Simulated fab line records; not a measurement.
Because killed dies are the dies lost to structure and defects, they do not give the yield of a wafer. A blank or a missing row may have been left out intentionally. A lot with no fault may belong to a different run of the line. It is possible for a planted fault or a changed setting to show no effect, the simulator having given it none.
Comparing a struck lot with a sound one ; flow sky130 ; 20 out of 708 route steps
Sound: the wafers L701.1, L701.3, L701.5. Struck: wafer L710.1 (left out: L710.4, L710.6 of the same lot, which were not struck); the cause appears at the end.
Per side, at each step with rows, come the tool, then ch with its chambers, and then its first start. Under that, the readings that differ: sound wafers ; struck wafers ; difference of the means ; sigmas: that difference in standard deviations of wafers without a fault.
alike: readings whose means differ by less than 2 such deviations, and words and numbers that are the same on both sides. not compared: withheld readings, readings that some wafer has no value for, bounds like >300 that may hide the same value, and numbers for which the record gives no deviation and whose values overlap.
The two part at a step that has a row with sigmas, a row that says differs or no value, or rows on one side only. When numbers do not overlap yet have no deviation, they are printed without sigmas and do not part them. A reading that every wafer of one side lacks parts them only if that side has two wafers or more.

first, 4 steps without rows for these wafers: SKY_METAL3_STRIP_20 (strips in post etch residue remover, time 1200 s); SKY_METAL3_CLEAN_21 (cleans in IPA, time 180 s); SKY_METAL3_CLEAN_22 (cleans in O3/DIW); SKY_VIA3_HDPCVD_00 (deposits SiO2, target thk 1635 nm, time 272.5 s).
SKY_VIA3_THK_MEAS_01:
  struck on film metro-03, day 43 04:10; sound on film metro-03, day 42 16:08
  alike: VIA3_HDPCVD_THK
SKY_VIA3_CMP_02: polishes SiO2.
  sound on cmp-01 ch 0,2,3, day 42 16:17; struck on cmp-02 ch 3, day 43 04:13
  alike: motor current A, slurry flow ml min
SKY_VIA3_BOW_MEAS_03:
  struck on film metro-03, day 43 04:31; sound on film metro-04, day 42 16:29
  alike: VIA3_BOW
then, 5 steps without rows for these wafers: SKY_VIA3_DEHYDRATE_04 (time 60 s); SKY_VIA3_HMDS_05 (prime time 60 s); SKY_VIA3_COAT_06 (resist thk 60 nm); SKY_VIA3_COAT_07 (resist thk 450 nm); SKY_VIA3_SOFTBAKE_08 (time 90 s).
SKY_VIA3_EXPOSE_09: exposes mask VIM3, target cd 200 nm.
  sound on krf scanner-02 ch 0, day 43 04:16; struck on krf scanner-02 ch 0, day 43 17:19
  alike: mask, reticle temp C
then, 2 steps without rows for these wafers: SKY_VIA3_PEB_10; SKY_VIA3_DEVELOP_11 (develop time 60 s).
SKY_VIA3_CD_MEAS_12 targets a cd of 200 nm.
  struck on cd sem-02, day 44 04:09; sound on cd sem-02, day 43 16:22
reading;sound;struck;difference;sigmas
cd nm (nm);200.7 201.4 201.2;156.7;-44.4;-34
SKY_VIA3_OVL_MEAS_13:
  struck on overlay-01, day 44 04:16; sound on overlay-02, day 43 16:29
reading;sound;struck;difference;sigmas
VIA3_OVL (nm);-7 -1 -5;16;+20;+4
SKY_VIA3_ETCH_14: etches BARC in N2/H2, stops on SiO2, time 45.9 s, target depth 60 nm.
  sound on rie diel-01 ch 0,2,3, day 43 16:32; struck on rie diel-04 ch 2, day 44 04:19
reading;sound;struck;difference;sigmas
model.VIA3.cd nm (nm);199.8 201.5 200.5;156.7;-43.9;
  alike: drypump motor current A, n2 flow sccm, oes product au, throttle valve pct
  not compared: rf hours counter h
SKY_VIA3_ETCH_15: etches SiO2 in C4F8/O2/Ar, stops on TiN, target depth 507 nm, time 78 s.
  sound on rie diel-01 ch 0,2,3, day 43 16:34; struck on rie diel-04 ch 2, day 44 04:21
reading;sound;struck;difference;sigmas
model.VIA3.cd nm (nm);198.1 205.4 198.1;158.7;-41.8;
  alike: oes product au
  not compared: rf hours counter h
SKY_VIA3_STRIP_16: strips in O2/N2.
  sound on plasma asher-01 ch 0,1, day 43 16:38; struck on plasma asher-01 ch 1, day 44 04:25
  alike: drypump motor current A, n2 flow sccm, oes product au, strip time to endpoint s
  not compared: rf hours counter h

WHERE THEY PART
Earliest at SKY_VIA3_CD_MEAS_12; latest, in this record, at SKY_VIA3_OVL_MEAS_13. Later steps at which nothing parts them and some readings are alike: SKY_VIA3_ETCH_14, SKY_VIA3_ETCH_15, SKY_VIA3_STRIP_16.

WHY: what had been put in by the simulator
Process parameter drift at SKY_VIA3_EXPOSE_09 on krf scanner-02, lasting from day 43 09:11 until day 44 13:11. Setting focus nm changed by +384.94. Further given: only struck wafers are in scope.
